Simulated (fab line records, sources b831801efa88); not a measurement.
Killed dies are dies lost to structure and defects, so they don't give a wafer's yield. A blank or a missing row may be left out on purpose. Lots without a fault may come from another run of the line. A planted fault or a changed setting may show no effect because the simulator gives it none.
Which tool did it? | flow gf180mcu | 14 lots, 42 wafers sampled, at 4 steps of a route of 602

WHAT THE GAUGES READ, wafer by wafer
GF_M4_CD_MEAS_14: target cd 280 nm. Usual: cd_nm 279.6 nm, standard deviation 1.3.
lot  | measured     | on        | cd_nm (nm)        | flag
L601 | day 23 11:49 | cd_sem-01 | 278.9 279.5 278.7 |
L602 | day 26 21:42 | cd_sem-01 | 280.7 280.8 280.6 |
L603 | day 23 22:33 | cd_sem-01 | 278.9 278.1 279.3 |
L604 | day 24 06:49 | cd_sem-01 | 280.8 280.2 279.9 |
L605 | day 24 08:57 | cd_sem-01 | 281.2 281.0 280.4 |
L606 | day 25 00:09 | cd_sem-02 | 278.4 281.3 280.2 |
L610 | day 26 15:51 | cd_sem-01 | 281.4 281.0 281.2 |
L611 | day 27 00:07 | cd_sem-01 | 278.4 278.4 278.9 |
L617 | day 28 17:03 | cd_sem-02 | 279.5 278.1 279.9 |
L618 | day 29 00:52 | cd_sem-01 | 278.6 279.3 279.8 |
L619 | day 29 07:36 | cd_sem-01 | 277.5 278.6 277.2 |
L620 | day 29 16:04 | cd_sem-02 | 279.2 279.7 278.8 |
L623 | day 30 07:19 | cd_sem-01 | 278.3 278.9 278.1 |
L624 | day 30 17:21 | cd_sem-02 | 276.1 277.3 277.3 |

GF_M4_OVL_MEAS_15. Usual: M4_OVL 1 nm, standard deviation 5.1.
lot  | measured     | on         | M4_OVL (nm) | flag
L601 | day 23 11:53 | overlay-01 | 2 1 -3      |
L602 | day 26 21:49 | overlay-01 | -1 1 2      |
L603 | day 23 22:40 | overlay-02 | 3 7 4       |
L604 | day 24 06:55 | overlay-01 | 3 7 -1      |
L605 | day 24 09:04 | overlay-02 | 6 -5 1      |
L606 | day 25 00:16 | overlay-01 | -3 4 -10    |
L610 | day 26 15:58 | overlay-01 | 1 -3 4      |
L611 | day 27 00:14 | overlay-02 | 2 2 6       |
L617 | day 28 17:10 | overlay-02 | 3 0 6       |
L618 | day 29 00:59 | overlay-02 | 0 2 -1      |
L619 | day 29 07:43 | overlay-01 | 1 -1 6      |
L620 | day 29 16:11 | overlay-02 | 0 -1 -2     |
L623 | day 30 07:25 | overlay-02 | -2 -10 -4   |
L624 | day 30 17:28 | overlay-02 | 5 8 -2      |

WHICH TOOL RAN EACH LOT (tool, then ch and the chambers of the sampled wafers, then the start)
lot  | GF_VT_IMPLANT_DEVELOP_06          | GF_M4_SPUTTER_02
L601 | litho_track-04 ch 0, day 5 14:41  | pvd_sputter-03, day 22 13:11
L602 | litho_track-04 ch 0, day 5 16:46  | pvd_sputter-01, day 26 00:50
L603 | litho_track-02 ch 0, day 6 01:19  | pvd_sputter-02, day 22 23:56
L604 | litho_track-04 ch 0, day 6 05:44  | pvd_sputter-03, day 23 08:51
L605 | litho_track-03 ch 0, day 6 09:28  | pvd_sputter-02, day 23 10:23
L606 | litho_track-03 ch 0, day 6 19:31  | pvd_sputter-02, day 24 02:38
L610 | litho_track-03 ch 0, day 7 23:55  | pvd_sputter-02, day 25 19:27
L611 | litho_track-03 ch 0, day 8 11:13  | pvd_sputter-01, day 26 03:47
L617 | litho_track-04 ch 0, day 9 20:37  | pvd_sputter-02, day 27 21:26
L618 | litho_track-02 ch 0, day 10 02:44 | pvd_sputter-01, day 28 05:35
L619 | litho_track-04 ch 0, day 10 08:22 | pvd_sputter-02, day 28 12:10
L620 | litho_track-02 ch 0, day 10 15:31 | pvd_sputter-02, day 28 20:53
L623 | litho_track-04 ch 0, day 11 07:11 | pvd_sputter-03, day 29 12:34
L624 | litho_track-02 ch 0, day 11 13:58 | pvd_sputter-03, day 29 23:27
- GF_VT_IMPLANT_DEVELOP_06: develop time 60 s.
- GF_M4_SPUTTER_02: material AlCu, target thk 450 nm, time 23.9 s.

WHAT THE TOOLS THEMSELVES READ (means of the sampled wafers that have a number; where no wafer has one, the mark that the record gives instead)
GF_VT_IMPLANT_DEVELOP_06. Usual: developer_temp_C 22.97 C, standard deviation 0.11.
lot  | tool           | developer_temp_C (C) | flag
L601 | litho_track-04 | 22.79                |
L602 | litho_track-04 | 23.06                |
L603 | litho_track-02 | 23.10                |
L604 | litho_track-04 | 22.88                |
L605 | litho_track-03 | 23.05                |
L606 | litho_track-03 | 22.90                |
L610 | litho_track-03 | 23.01                |
L611 | litho_track-03 | 22.98                |
L617 | litho_track-04 | 23.03                |
L618 | litho_track-02 | 23.00                |
L619 | litho_track-04 | 23.01                |
L620 | litho_track-02 | 23.05                |
L623 | litho_track-04 | 22.94                |
L624 | litho_track-02 | 22.92                |

GF_M4_SPUTTER_02. Usual: throttle_valve_pct 30.5 %, standard deviation 0.77.
lot  | tool           | throttle_valve_pct (%) | flag
L601 | pvd_sputter-03 | 30.7                   |
L602 | pvd_sputter-01 | 31.1                   |
L603 | pvd_sputter-02 | 30.8                   |
L604 | pvd_sputter-03 | 31.1                   |
L605 | pvd_sputter-02 | 30.8                   |
L606 | pvd_sputter-02 | 30.5                   |
L610 | pvd_sputter-02 | 30.7                   |
L611 | pvd_sputter-01 | 29.9                   |
L617 | pvd_sputter-02 | 30.9                   |
L618 | pvd_sputter-01 | 30.3                   |
L619 | pvd_sputter-02 | 30.7                   |
L620 | pvd_sputter-02 | 30.7                   |
L623 | pvd_sputter-03 | 31.0                   |
L624 | pvd_sputter-03 | 31.2                   |

THE ANSWER, worked out from the rows above alone
Rule: a lot is off if the mean of its wafers that have a number lies more than 3 standard deviations from the usual mean. A lot without any number at a reading at which 4 lots or more have one is off too. The other lots that the step has rows for count as sound. The gauges are gone through in route order, then the tools' own readings, and for those a lot's mean is taken as printed above. The first step at which some lot is off is used, and at that step the reading that is off furthest; a lot without a number counts as furthest.
No lot is off at any reading shown: from this, nothing can be told.

WHAT THE SIMULATOR HAD PUT IN
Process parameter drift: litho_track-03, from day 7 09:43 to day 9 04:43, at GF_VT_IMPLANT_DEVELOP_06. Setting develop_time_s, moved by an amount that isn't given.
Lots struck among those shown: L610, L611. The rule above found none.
